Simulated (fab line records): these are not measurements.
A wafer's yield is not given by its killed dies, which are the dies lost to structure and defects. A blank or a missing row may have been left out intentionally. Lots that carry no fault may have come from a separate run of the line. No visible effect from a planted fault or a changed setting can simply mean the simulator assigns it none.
A struck lot beside a sound one | flow sky130 | 44 steps out of a route of 708
Sound: wafers L307.1, L307.5, L307.6. Struck: wafer L316.4. (L316.3, L316.6 of the same lot were not struck and are left out.) The cause comes at the end.
Order at every step that has rows: each side's tool, ch and its chambers, its first start. Under that, the readings that differ: sound wafers | struck wafers | difference of the means | sigmas: that difference in standard deviations of wafers without a fault.
alike: readings with means less than 2 such deviations apart, plus words and numbers identical on both sides. not compared: withheld readings, readings lacking a value on some wafer, bounds such as >300 that could conceal the same value, and numbers that have no deviation in the record and whose values overlap.
Wherever a step has rows on one side only, a row that says differs or no value, or a row with sigmas, the two part there. Numbers that don't overlap but have no deviation are shown without sigmas and don't part them. A reading that every wafer of one side lacks parts them only if that side has two wafers or more.

first, 2 steps without rows for these wafers: SKY_VIA3_CLEAN_18 (cleans in IPA, time 180 s); SKY_VIA3_CLEAN_19 (cleans in O3/DIW).
SKY_VIA3_SPUTTER_20: material TiN, target thk 20 nm, time 80 s.
  sound on pvdSputter-01 at day 44 03:06; struck on pvdSputter-01 at day 44 12:06
  alike: throttleValvePct
SKY_VIA3_CVD_21: deposits W, target thk 390 nm, time 117.31 s.
  sound on cvdW-02 ch 0,1, day 44 03:10; struck on cvdW-02 ch 1, day 44 12:12
  alike: heaterPowerW, susceptorTempC
SKY_VIA3_RS_MEAS_22: the measuring method here is four-point-probe.
  sound on filmMetro-03 at day 44 03:17; struck on filmMetro-02 at day 44 12:19
  alike: VIA3_W_RS
SKY_VIA3_THK_MEAS_23: measures by xrf.
  sound on filmMetro-03 at day 44 03:25; struck on filmMetro-02 at day 44 12:25
  alike: VIA3_W_THK
SKY_VIA3_CMP_24: polishes, stops on SiO2, t overpolish 20 s, target thk 0 nm.
  sound on cmp-01 ch 2,3, day 44 03:28; struck on cmp-02 ch 0, day 44 12:31
reading            | sound                | struck | difference | sigmas
motorCurrentA (A)  | 12.8 12.4 11.6       | 9.5    | -2.8       | -3
overpolishRunS (s) | 20.002 19.998 19.992 | 20.015 | +0.018     | +2
  alike: timeToEndpointS
then, 5 steps without rows for these wafers: SKY_METAL4_SPUTTER_00 (material Ti, target thk 15 nm, time 10 s); SKY_METAL4_SPUTTER_01 (material TiN, target thk 20 nm, time 16.7 s); SKY_METAL4_SPUTTER_02 (material AlCu, target thk 735 nm, time 39.1 s); SKY_METAL4_SPUTTER_03 (material Ti, target thk 5 nm, time 3.3 s); SKY_METAL4_SPUTTER_04 (material TiN, target thk 70 nm, time 58.3 s).
SKY_CAP2M_CVD_00: deposits SiO2, target thk 15.5 nm.
  sound on pecvd-04 ch 1,2, day 44 03:55; struck on pecvd-01 ch 0, day 44 12:55
reading                               | sound             | struck | difference | sigmas
model.SiO2_of_CAP2M_CVD_00.thkNm (nm) | 15.52 15.92 15.68 | 29.39  | +13.68     | 
  alike: heaterPowerW, rfFwdPowerW, susceptorTempC
SKY_CAP2M_THK_MEAS_01:
  sound on filmMetro-01 at day 44 03:56; struck on filmMetro-04 at day 44 12:58
reading               | sound             | struck | difference | sigmas
CAP2M_CVD_00_THK (nm) | 15.51 15.92 15.64 | 29.38  | +13.69     | +53
then, 1 step without rows for these wafers: SKY_CAP2M_SPUTTER_02 (material TiN, target thk 200 nm, time 166.7 s).
SKY_CAP2M_RS_MEAS_03: the measuring method here is four-point-probe.
  sound on filmMetro-04 at day 44 04:07; struck on filmMetro-02 at day 44 13:09
reading               | sound          | struck | difference | sigmas
CAP2M_TIN_RS (ohm/sq) | 7.06 6.86 7.09 | 6.67   | -0.33      | -3
SKY_CAP2M_THK_MEAS_04: measures by xrf.
  sound on filmMetro-04 at day 44 04:14; struck on filmMetro-02 at day 44 13:15
reading            | sound       | struck | difference | sigmas
CAP2M_TIN_THK (nm) | 197 202 195 | 209    | +11        | +3
then, 7 steps without rows for these wafers: SKY_CAP2M_DEHYDRATE_05 (time 60 s); SKY_CAP2M_HMDS_06 (prime time 60 s); SKY_CAP2M_COAT_07 (resist thk 1140 nm); SKY_CAP2M_SOFTBAKE_08 (time 60 s); SKY_CAP2M_EXPOSE_09 (exposes mask CAP2M, target cd 1000 nm); SKY_CAP2M_PEB_10; SKY_CAP2M_DEVELOP_11 (develop time 60 s).
SKY_CAP2M_OVL_MEAS_12:
  sound on overlay-02 at day 45 01:01; struck on overlay-01 at day 45 10:07
  alike: CAP2M_OVL
then, 13 steps without rows for these wafers: SKY_CAP2M_METAL_ETCH_13 (etches TiN in Cl2/BCl3, stops on SiO2, target depth 220 nm, time 62.9 s); SKY_CAP2M_STRIP_14 (strips in O2/N2); SKY_CAP2M_STRIP_15 (strips in post etch residue remover, time 1200 s); SKY_CAP2M_CLEAN_16 (cleans in IPA, time 180 s); SKY_CAP2M_CLEAN_17 (cleans in O3/DIW); SKY_METAL4_DEHYDRATE_05 (time 60 s); SKY_METAL4_HMDS_06 (prime time 60 s); SKY_METAL4_COAT_07 (resist thk 60 nm); SKY_METAL4_COAT_08 (resist thk 1140 nm); SKY_METAL4_SOFTBAKE_09 (time 90 s); SKY_METAL4_EXPOSE_10 (exposes mask MM4, target cd 300 nm); SKY_METAL4_PEB_11; SKY_METAL4_DEVELOP_12 (develop time 60 s).
SKY_METAL4_CD_MEAS_13: the cd target is 300 nm.
  sound on cdSem-01 at day 45 22:49; struck on cdSem-01 at day 46 08:51
  alike: cdNm
SKY_METAL4_OVL_MEAS_14:
  sound on overlay-01 at day 45 22:56; struck on overlay-01 at day 46 08:56
  alike: METAL4_OVL
SKY_METAL4_DESCUM_15: chemistry O2, time 8 s.
  sound on rieMetal-04 ch 0,1, day 45 22:58; struck on rieMetal-02 ch 1, day 46 08:58
reading         | sound             | struck | difference | sigmas
rfFwdPowerW (W) | 146.2 146.1 145.7 | 147.7  | +1.7       | +2
  alike: drypumpMotorCurrentA, oesProductAu
  not compared: rfHoursCounterH
SKY_METAL4_ETCH_16: etches BARC in N2/H2, stops on SiO2, time 88.2 s, target depth 60 nm.
  sound on rieMetal-04 ch 0,1, day 45 22:59; struck on rieMetal-02 ch 1, day 46 09:02
  alike: biasW, drypumpMotorCurrentA, oesProductAu, rfFwdPowerW, throttleValvePct
  not compared: rfHoursCounterH
SKY_METAL4_ETCH_17: etches SiO2 in C4F8/O2/Ar, stops on TiN, time 3.9 s, target depth 15 nm.
  sound on rieDiel-02 ch 0,3, day 45 23:05; struck on rieDiel-03 ch 3, day 46 09:05
reading                 | sound             | struck | difference | sigmas
biasW (W)               | 1198 1198 1206    | 1193   | -8         | -2
oesProductAu (a.u.)     | 0.765 0.761 0.759 | 1.021  | +0.259     | +31
model.etch.depthNm (nm) | 15.52 15.92 15.68 | 26.12  | +10.41     | 
  alike: rfFwdPowerW
-- the record jumps here: 4 days lie between the struck wafers' starts before and after (it left off in module METAL4 and takes up again in module PAD_OPEN, whose first step shown is number 708 of the route) --
SKY_PAD_OPEN_PROBE_99:
  sound on prober-01 at day 49 13:52; struck on prober-02 at day 50 00:04
reading                               | sound               | struck | difference | sigmas
killed_at_M0_to_M3                    | 45 41 26            | 52     | +15        | +2
model.etest.tester.sortNPass          | 396 406 416         | 0      | -406       | 
model.etest.tester.sortYieldPct (%)   | 80.49 82.52 84.55   | 0      | -83        | 
model.etest.tester.sort_bin_3_pct (%) | 0.2033 1.423 0.6098 | 81.91  | +81.16     | 
model.etest.liComb.overLimit          | 0 0 0               | 1      | +1         | 
model.etest.nfet_05v0_nvt.overLimit   | 0 0 0               | 1      | +1         | 
model.etest.fieldP.short              | 0 0 0               | 1      | +1         | 
model.etest.nfet_01v8_swapped.short   | 0 0 0               | 1      | +1         | 
model.etest.pfet_01v8_lvt.overLimit   | 0 0 0               | 1      | +1         | 
  alike: defectLimitedYield, killed_at_M4_up, killedAtContacts, killedAtFrontEnd, killedAtOther, killedDies, killedOnRim, killedOpen, killedShort

== WHERE THEY PART ==
Earliest at SKY_VIA3_CMP_24; latest, in this record, at SKY_PAD_OPEN_PROBE_99.

WHY: what the simulator had put in
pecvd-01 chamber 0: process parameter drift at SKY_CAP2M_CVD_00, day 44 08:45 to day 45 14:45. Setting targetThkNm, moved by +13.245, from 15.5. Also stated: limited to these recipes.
